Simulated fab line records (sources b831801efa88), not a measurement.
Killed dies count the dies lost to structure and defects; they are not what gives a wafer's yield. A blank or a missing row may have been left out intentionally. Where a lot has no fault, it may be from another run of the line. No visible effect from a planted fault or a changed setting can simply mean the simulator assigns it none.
Check for tools in common / flow sky130 / Sample size 11 lots and 33 wafers

WHAT PROMPTED THE OPENING
Of 11 lots, 2 have the reading VIA3_HDPCVD_THK flagged at SKY_VIA3_THK_MEAS_01. Fault-free wafers read 1630 nm, with a standard deviation of 23.
Rule: a lot is flagged when every wafer of it that has a number lies more than 4 standard deviations from that mean, or none has a number. As for the other lots, they are considered sound.

lot=L629; measured=day 39 00:57; on=film metro-02; VIA3_HDPCVD_THK (nm), wafer by wafer=1618 1632 1656; flag=
lot=L631; measured=day 39 18:10; on=film metro-04; VIA3_HDPCVD_THK (nm), wafer by wafer=1662 1642 1680; flag=
lot=L632; measured=day 40 04:25; on=film metro-04; VIA3_HDPCVD_THK (nm), wafer by wafer=3242 3318 3250; flag=FLAGGED
lot=L639; measured=day 41 22:28; on=film metro-03; VIA3_HDPCVD_THK (nm), wafer by wafer=3267 3212 3259; flag=FLAGGED
lot=L640; measured=day 42 16:11; on=film metro-03; VIA3_HDPCVD_THK (nm), wafer by wafer=1620 1620 1609; flag=
lot=L642; measured=day 43 00:10; on=film metro-02; VIA3_HDPCVD_THK (nm), wafer by wafer=1607 1585 1598; flag=
lot=L643; measured=day 43 02:35; on=film metro-02; VIA3_HDPCVD_THK (nm), wafer by wafer=1618 1633 1668; flag=
lot=L645; measured=day 43 17:24; on=film metro-04; VIA3_HDPCVD_THK (nm), wafer by wafer=1636 1680 1652; flag=
lot=L648; measured=day 44 15:34; on=film metro-03; VIA3_HDPCVD_THK (nm), wafer by wafer=1620 1639 1631; flag=
lot=L649; measured=day 45 06:35; on=film metro-02; VIA3_HDPCVD_THK (nm), wafer by wafer=1627 1624 1648; flag=
lot=L651; measured=day 45 20:45; on=film metro-04; VIA3_HDPCVD_THK (nm), wafer by wafer=1642 1619 1629; flag=
On average the flagged lots' numbers are 3258 nm, which is +1628 nm against the usual, or +71 standard deviations.

WHICH TOOL EACH LOT WENT THROUGH
Before the reading, the record contains 2 process steps out of a 708-step route. Each cell gives the tool, then ch followed by the chambers the sampled wafers passed through, then the start.
lot=L629; flag=; SKY_METAL3_ETCH_16=rie metal-02 ch 0,1, day 38 23:54; SKY_VIA3_HDPCVD_00=hdpcvd-02 ch 0,1,2, day 39 00:50
lot=L631; flag=; SKY_METAL3_ETCH_16=rie metal-02 ch 0,1, day 39 17:07; SKY_VIA3_HDPCVD_00=hdpcvd-01 ch 0,1, day 39 18:01
lot=L632; flag=FLAGGED; SKY_METAL3_ETCH_16=rie metal-03 ch 0,1, day 40 03:00; SKY_VIA3_HDPCVD_00=hdpcvd-02 ch 0,1,2, day 40 03:54
lot=L639; flag=FLAGGED; SKY_METAL3_ETCH_16=rie metal-01 ch 0,1, day 41 21:05; SKY_VIA3_HDPCVD_00=hdpcvd-02 ch 0,2, day 41 21:58
lot=L640; flag=; SKY_METAL3_ETCH_16=rie metal-02 ch 0,1, day 42 15:09; SKY_VIA3_HDPCVD_00=hdpcvd-02 ch 0,1, day 42 16:01
lot=L642; flag=; SKY_METAL3_ETCH_16=rie metal-03 ch 0,1, day 42 23:07; SKY_VIA3_HDPCVD_00=hdpcvd-02 ch 0,1, day 43 00:01
lot=L643; flag=; SKY_METAL3_ETCH_16=rie metal-01 ch 0,1, day 43 01:21; SKY_VIA3_HDPCVD_00=hdpcvd-01 ch 0,1,2, day 43 02:28
lot=L645; flag=; SKY_METAL3_ETCH_16=rie metal-02 ch 0,1, day 43 16:20; SKY_VIA3_HDPCVD_00=hdpcvd-01 ch 0,2, day 43 17:14
lot=L648; flag=; SKY_METAL3_ETCH_16=rie metal-02 ch 0,1, day 44 14:05; SKY_VIA3_HDPCVD_00=hdpcvd-02 ch 1,2, day 44 15:25
lot=L649; flag=; SKY_METAL3_ETCH_16=rie metal-02 ch 0,1, day 45 05:29; SKY_VIA3_HDPCVD_00=hdpcvd-01 ch 0,1, day 45 06:25
lot=L651; flag=; SKY_METAL3_ETCH_16=rie metal-02 ch 0,1, day 45 19:41; SKY_VIA3_HDPCVD_00=hdpcvd-02 ch 1,2, day 45 20:35
What the steps here do:
- SKY_METAL3_ETCH_16: etches BARC in N2/H2, stops on SiO2, time 88.2 s, target depth 60 nm.
- SKY_VIA3_HDPCVD_00: deposits SiO2, target thk 1635 nm, time 272.5 s.
- SKY_VIA3_THK_MEAS_01

FLAGGED OVER TOTAL, TOOL BY TOOL (the gauges that took the reading come last)
step=SKY_METAL3_ETCH_16; tool=rie metal-01; lots run=2; flagged=1; share of the flagged lots=some; sound lots run after its first flagged lot=1 (L643)
step=SKY_METAL3_ETCH_16; tool=rie metal-02; lots run=7; flagged=0; share of the flagged lots=none; sound lots run after its first flagged lot=-
step=SKY_METAL3_ETCH_16; tool=rie metal-03; lots run=2; flagged=1; share of the flagged lots=some; sound lots run after its first flagged lot=1 (L642)
step=SKY_VIA3_HDPCVD_00; tool=hdpcvd-01; lots run=4; flagged=0; share of the flagged lots=none; sound lots run after its first flagged lot=-
step=SKY_VIA3_HDPCVD_00; tool=hdpcvd-02; lots run=7; flagged=2; share of the flagged lots=all; sound lots run after its first flagged lot=4 (L640,L642,L648,L651)
step=SKY_VIA3_THK_MEAS_01; tool=film metro-02; lots run=4; flagged=0; share of the flagged lots=none; sound lots run after its first flagged lot=-
step=SKY_VIA3_THK_MEAS_01; tool=film metro-03; lots run=3; flagged=1; share of the flagged lots=some; sound lots run after its first flagged lot=2 (L640,L648)
step=SKY_VIA3_THK_MEAS_01; tool=film metro-04; lots run=4; flagged=1; share of the flagged lots=some; sound lots run after its first flagged lot=2 (L645,L651)

WHAT THE TABLE PERMITS
Rows of the table that ran each flagged lot: 1, that is hdpcvd-02 at SKY_VIA3_HDPCVD_00.
- hdpcvd-02 at SKY_VIA3_HDPCVD_00: 2 of its 7 lots flagged. Sound lots ran on it after the first flagged one (L640, L642, L648, L651), which a lasting fault on the whole tool wouldn't allow.
None of the table's rows ran every flagged lot and, after the first, no sound lot.

WHAT WAS PUT IN BY THE SIMULATOR
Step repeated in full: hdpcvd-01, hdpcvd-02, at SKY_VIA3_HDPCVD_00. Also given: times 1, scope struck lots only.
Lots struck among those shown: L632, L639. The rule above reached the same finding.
